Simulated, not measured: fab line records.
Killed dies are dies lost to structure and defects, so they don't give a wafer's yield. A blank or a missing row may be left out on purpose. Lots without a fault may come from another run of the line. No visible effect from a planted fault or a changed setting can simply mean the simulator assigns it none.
Which tool was responsible? ; flow sky130 ; 36 wafers sampled from 12 lots at 1 step of a route of 708

== WHAT EACH GAUGE READ, for each wafer ==
SKY_FIELD_ISO_CD_MEAS_13: target cd 150 nm. Usual: 149.6 nm for cd_nm, sd 1.3.
lot;measured;on;cd_nm (nm);flag
L524;day 2 05:35;cd_sem-02;149.1 147.7 147.5;
L525;day 2 09:39;cd_sem-01;150.0 150.6 150.7;
L526;day 2 15:06;cd_sem-02;151.8 150.7 149.4;
L527;day 2 20:55;cd_sem-02;150.3 151.2 149.3;
L528;day 3 02:52;cd_sem-02;148.7 148.2 148.9;
L529;day 3 06:27;cd_sem-02;147.2 147.6 147.8;
L530;day 3 13:27;cd_sem-02;151.2 151.3 149.6;
L532;day 3 23:35;cd_sem-01;149.2 147.8 147.6;
L538;day 5 06:08;cd_sem-02;149.5 149.2 151.7;
L540;day 5 16:04;cd_sem-01;149.0 148.8 149.1;
L542;day 6 01:56;cd_sem-01;148.6 148.4 149.8;
L545;day 6 18:46;cd_sem-01;149.4 149.1 148.7;

== WHICH TOOL RAN EACH LOT (tool, then ch and the chambers of the sampled wafers, then the start) ==
The record shows no process step preceding these readings.

== AS READ BY THE TOOLS THEMSELVES (means over the sampled wafers that have a number; for cases with no such wafer, the mark the record gives instead) ==
The record holds no such reading with a usual standard deviation.

== THE ANSWER, worked out from the rows above alone ==
Rule: lot off if the mean of its wafers having a number is beyond 3 standard deviations from the usual mean. A lot without any number at a reading at which 4 lots or more have one is off too. Any other lot the step has rows for is counted as sound. Order of review: gauges by route order, followed by the tools' own readings, for which a lot's mean as printed above is used. At the first step where some lot is off, the reading lying furthest off is the one used; lots without a number count as furthest.
Nothing can be told from this: no lot is off at any reading shown.

== WHAT THE SIMULATOR HAD INSERTED ==
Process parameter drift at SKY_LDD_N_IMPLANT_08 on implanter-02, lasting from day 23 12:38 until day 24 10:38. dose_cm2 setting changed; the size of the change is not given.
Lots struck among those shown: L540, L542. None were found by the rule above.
